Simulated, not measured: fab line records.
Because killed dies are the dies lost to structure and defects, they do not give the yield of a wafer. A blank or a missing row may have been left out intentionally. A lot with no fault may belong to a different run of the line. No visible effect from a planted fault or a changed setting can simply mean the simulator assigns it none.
8D (eight disciplines) problem report, filled in by code    flow sky130    the parts of the form that need people (team, actions taken, sign-off) are left out

## 1. THE PROBLEM
Wafers without a fault read 149.99, standard deviation 0.054; beam energy keV at SKY_VT_ADJUST_HVTP_IMPLANT_09 reads a mean of 156.24 on 6 wafers belonging to 2 lots. That is +99 or more standard deviations from the usual mean.
First seen on wafer L671.1, day 9 08:25, on implanter-03. The record holds 42 wafers of 14 lots with a number at this step. Rule for "out", or "out of limits": more than 4 standard deviations from the usual mean. The other wafers with a number count as sound.

## 2. WHAT THIS IS AND IS NOT
question                     is                      is not
which readings at this step  beam energy keV         -
which lots                   L671, L672              L659, L661, L663, L664, L665, L667, L668, L669, L675, L677, L678, L681
which wafers of those lots   all that have a number  -
read on which tools          implanter-03            implanter-01, implanter-02
when                         from day 9 08:25        up to then (24 sound wafers); but 12 sound wafers of L675, L677, L678, L681 came after

## 3. THE SUSPECTS, EACH WITH WHAT RULES IT OUT
Counting: a tool at a process step up to the reading stays a suspect if it ran every lot that is out and no sound lot after the first of them.
- implanter-03 at SKY_VT_ADJUST_HVTP_IMPLANT_09: ruled out as a lasting fault. Following L671 (day 9 08:25), the first lot on it that is out, the sound lots L681 were run on it.
Left after counting: nothing in the record.

## 4. THE CAUSE (what the simulator had put in)
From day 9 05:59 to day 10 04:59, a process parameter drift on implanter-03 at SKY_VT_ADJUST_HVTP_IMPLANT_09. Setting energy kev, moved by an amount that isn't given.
Counting ruled it out, wrongly.

## 5. THE CHAIN OF EFFECTS, in route order
Rows list readings where the struck wafers' mean (over those with a number) sits beyond 3 standard deviations from the usual. Scope: only readings with a usual standard deviation given in the record; hours: median across lots of the time from each lot's start at the first step in this table that gives one to its start at this step; sigmas: change in usual standard deviations.
hours  step                           reading          usual   on struck wafers  change  sigmas
0      SKY_VT_ADJUST_HVTP_IMPLANT_09  beam energy keV  149.99  156.24            +6.25   +99 or more
Here are the process steps it includes:
- SKY_VT_ADJUST_HVTP_IMPLANT_09
Later measuring or inspecting steps at which every struck wafer that the step has a row for has a number for every such reading, and none has moved that far: SKY_VT_ADJUST_HVTP_TW_MEAS_11, SKY_VT_ADJUST_LVTN_OVL_MEAS_07.

## 6. WHAT WOULD HAVE CAUGHT IT SOONER
In this record the first reading out of limits was taken at day 9 08:25, 2 hours after the fault began at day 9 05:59.
